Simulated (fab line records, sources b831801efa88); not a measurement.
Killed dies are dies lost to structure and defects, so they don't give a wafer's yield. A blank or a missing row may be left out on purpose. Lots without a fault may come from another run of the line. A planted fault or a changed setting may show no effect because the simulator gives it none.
Chamber matching | flow sfq_line | SFQ_TRILAYER_L0_VIA_BARC_OPEN_VIA_ETCH_021 on rie_diel-01: 4 sister chambers
The step etches BARC in O2, target depth 125 nm, time 41.7 s. 14 wafers are shown with their chamber, then 7 later ones without.

WAFERS WITH THEIR CHAMBER
wafer  | chamber | drypump_motor_current_A (A) | oes_product_au (a.u.) | chamber_pressure_mTorr (mTorr)
L293.3 | 3       | 5.1                         | 0.688                 | 30.020
L293.5 | 3       | 5.1                         | 0.686                 | 29.993
L293.6 | 2       | 5.1                         | 0.691                 | 30.025
L297.2 | 1       | 5.0                         | 0.691                 | 29.944
L297.3 | 3       | 5.1                         | 0.687                 | 29.963
L297.6 | 3       | 5.2                         | 0.691                 | 30.013
L308.2 | 3       | 5.1                         | 0.684                 | 29.998
L308.4 | 1       | 5.1                         | 0.684                 | 29.995
L308.5 | 1       | 5.1                         | 0.681                 | 30.016
L310.1 | 0       | 5.8                         | 0.679                 | 30.011
L310.2 | 1       | 5.1                         | 0.683                 | 29.928
L310.6 | 2       | 5.1                         | 0.682                 | 29.992
L311.2 | 3       | 5.1                         | 0.686                 | 30.008
L311.3 | 1       | 5.1                         | 0.683                 | 29.975

SIGNATURES (means of the wafers above)
reading                 | chamber 0 | chamber 1 | chamber 2 | chamber 3 | scatter within a chamber
drypump_motor_current_A | 5.800     | 5.080     | 5.100     | 5.117     | 0.0404
oes_product_au          | 0.67900   | 0.68440   | 0.68650   | 0.68700   | 0.00357
chamber_pressure_mTorr  | 30.01100  | 29.97160  | 30.00850  | 29.99917  | 0.0279
Rule: a wafer's distance from a chamber is the root of the sum, over the readings, of the square of ((its reading less the chamber's mean) divided by the reading's scatter). The wafer belongs to the nearest chamber; if the next one is less than 2 further off, it can't be placed. The scatter: the root of (the sum of the squares of (reading less its chamber's mean) over the shown wafers, divided by (wafers less chambers)).

WAFERS WITHOUT THEIR CHAMBER
wafer  | drypump_motor_current_A (A) | oes_product_au (a.u.) | chamber_pressure_mTorr (mTorr)
L311.6 | 5.1                         | 0.688                 | 30.048
L312.1 | 5.1                         | 0.685                 | 30.011
L312.2 | 5.1                         | 0.684                 | 29.988
L312.3 | 5.8                         | 0.681                 | 29.997
L313.4 | 5.1                         | 0.688                 | 29.990
L313.5 | 5.8                         | 0.683                 | 29.996
L313.6 | 5.1                         | 0.680                 | 29.998

WHICH CHAMBER EACH WENT THROUGH
wafer  | from the rows above          | in truth
L311.6 | can't be placed: 2 or 3 or 1 | 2
L312.1 | can't be placed: 2 or 3 or 1 | 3
L312.2 | can't be placed: 1 or 2 or 3 | 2
L312.3 | 0                            | 0
L313.4 | can't be placed: 3 or 2 or 1 | 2
L313.5 | 0                            | 0
L313.6 | can't be placed: 1 or 2 or 3 | 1
Placed correctly: 2 of 7. Can't be placed from these rows: 5 (the true chamber is among the candidates in 5). Placed wrongly: 0.
